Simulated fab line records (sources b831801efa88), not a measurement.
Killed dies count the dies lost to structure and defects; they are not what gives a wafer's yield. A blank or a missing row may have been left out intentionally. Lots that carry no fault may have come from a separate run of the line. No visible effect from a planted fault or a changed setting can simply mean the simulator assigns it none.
Chamber matching :: flow gf180mcu :: GF_V5_CVD_00 on hdpcvd-01 has 3 sister chambers
The step deposits SiO2, target thk 300 nm, time 50 s. 14 wafers are shown with their chamber, then 7 later ones without.

WAFERS WITH THEIR CHAMBER
wafer: L177.4
chamber: 2
sih4 flow sccm (sccm): 60.07

wafer: L177.5
chamber: 1
sih4 flow sccm (sccm): 60.07

wafer: L177.6
chamber: 0
sih4 flow sccm (sccm): 60.28

wafer: L180.4
chamber: 1
sih4 flow sccm (sccm): 59.82

wafer: L180.5
chamber: 2
sih4 flow sccm (sccm): 60.10

wafer: L180.6
chamber: 0
sih4 flow sccm (sccm): 59.47

wafer: L182.2
chamber: 0
sih4 flow sccm (sccm): 60.17

wafer: L182.4
chamber: 0
sih4 flow sccm (sccm): 60.04

wafer: L182.5
chamber: 1
sih4 flow sccm (sccm): 59.88

wafer: L183.1
chamber: 1
sih4 flow sccm (sccm): 60.01

wafer: L183.3
chamber: 0
sih4 flow sccm (sccm): 59.99

wafer: L183.4
chamber: 0
sih4 flow sccm (sccm): 60.01

wafer: L187.2
chamber: 2
sih4 flow sccm (sccm): 59.97

wafer: L187.4
chamber: 2
sih4 flow sccm (sccm): 59.66

SIGNATURES (means of the wafers above)
reading: sih4 flow sccm
chamber 0: 59.9933
chamber 1: 59.9450
chamber 2: 59.9500
scatter within a chamber: 0.224
Rule: distance of a wafer from a chamber = root of the sum over the readings of ((wafer's reading minus chamber's mean) / reading's scatter) squared. The wafer belongs to the nearest chamber; if the next one is less than 2 further off, it can't be placed. The scatter is the square root of a quotient: the sum, over the shown wafers, of each reading's squared deviation from its chamber's mean, divided by wafers minus chambers.

WAFERS WHOSE CHAMBER IS MISSING
wafer: L187.6
sih4 flow sccm (sccm): 60.10

wafer: L195.1
sih4 flow sccm (sccm): 60.04

wafer: L195.4
sih4 flow sccm (sccm): 59.90

wafer: L195.5
sih4 flow sccm (sccm): 60.11

wafer: L197.2
sih4 flow sccm (sccm): 59.90

wafer: L197.4
sih4 flow sccm (sccm): 60.10

wafer: L197.5
sih4 flow sccm (sccm): 60.16

EACH ONE'S CHAMBER
wafer: L187.6
from the rows above: can't be placed: 0 or 2 or 1
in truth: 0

wafer: L195.1
from the rows above: can't be placed: 0 or 2 or 1
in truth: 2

wafer: L195.4
from the rows above: can't be placed: 1 or 2 or 0
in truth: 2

wafer: L195.5
from the rows above: can't be placed: 0 or 2 or 1
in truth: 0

wafer: L197.2
from the rows above: can't be placed: 1 or 2 or 0
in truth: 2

wafer: L197.4
from the rows above: can't be placed: 0 or 2 or 1
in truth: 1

wafer: L197.5
from the rows above: can't be placed: 0 or 2 or 1
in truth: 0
Correct placement for 0 of the 7. Not placeable from these rows: 7 (in 7, the candidates include the true chamber). Wrongly placed: 0.
